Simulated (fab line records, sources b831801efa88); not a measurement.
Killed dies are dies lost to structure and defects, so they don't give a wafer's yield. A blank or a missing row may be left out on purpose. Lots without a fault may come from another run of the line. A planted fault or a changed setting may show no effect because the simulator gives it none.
Chamber matching | flow gf180mcu | GF_CONTACT_CVD_02 on pecvd-04: 3 sister chambers
The step deposits SiO2 from TEOS, target thk 860 nm, time 95.992 s. 22 wafers are shown with their chamber, then 11 later ones without.

WAFERS WITH THEIR CHAMBER
wafer  | chamber | heater_power_w (W) | heater_power_outer_w (W)
L074.2 | 1       | 800                | 471
L074.5 | 0       | 529                | 329
L074.6 | 1       | 644                | 361
L077.1 | 2       | 692                | 414
L077.5 | 1       | 776                | 468
L077.6 | 0       | 661                | 422
L078.1 | 1       | 753                | 448
L078.3 | 2       | 715                | 416
L078.4 | 2       | 757                | 442
L079.1 | 2       | 687                | 386
L079.3 | 1       | 728                | 426
L079.5 | 2       | 711                | 419
L083.1 | 0       | 648                | 433
L083.4 | 0       | 671                | 437
L083.6 | 1       | 805                | 461
L085.1 | 0       | 665                | 422
L085.2 | 2       | 708                | 408
L085.3 | 1       | 830                | 488
L085.4 | 0       | 530                | 338
L085.5 | 2       | 755                | 432
L085.6 | 1       | 641                | 366
L086.1 | 1       | 728                | 431

SIGNATURES (means of the wafers above)
reading              | chamber 0 | chamber 1 | chamber 2 | scatter within a chamber
heater_power_w       | 617.33    | 745.00    | 717.86    | 58.3
heater_power_outer_w | 396.83    | 435.56    | 416.71    | 40.1
Rule: a wafer's distance from a chamber is the root of the sum, over the readings, of the square of ((its reading less the chamber's mean) divided by the reading's scatter). The wafer belongs to the nearest chamber; if the next one is less than 2 further off, it can't be placed. The scatter: the root of (the sum of the squares of (reading less its chamber's mean) over the shown wafers, divided by (wafers less chambers)).

WAFERS WITHOUT THEIR CHAMBER
wafer  | heater_power_w (W) | heater_power_outer_w (W)
L086.2 | 566                | 351
L086.3 | 738                | 429
L086.4 | 622                | 393
L086.5 | 780                | 452
L086.6 | 772                | 471
L091.4 | 790                | 454
L091.5 | 611                | 340
L091.6 | 535                | 332
L093.2 | 703                | 405
L093.5 | 752                | 450
L093.6 | 739                | 423

WHICH CHAMBER EACH WENT THROUGH
wafer  | from the rows above          | in truth
L086.2 | can't be placed: 0 or 2      | 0
L086.3 | can't be placed: 1 or 2      | 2
L086.4 | can't be placed: 0 or 2      | 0
L086.5 | can't be placed: 1 or 2      | 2
L086.6 | can't be placed: 1 or 2      | 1
L091.4 | can't be placed: 1 or 2      | 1
L091.5 | can't be placed: 0 or 2 or 1 | 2
L091.6 | can't be placed: 0 or 2      | 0
L093.2 | can't be placed: 2 or 1 or 0 | 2
L093.5 | can't be placed: 1 or 2      | 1
L093.6 | can't be placed: 1 or 2 or 0 | 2
Placed correctly: 0 of 11. Can't be placed from these rows: 11 (the true chamber is among the candidates in 11). Placed wrongly: 0.
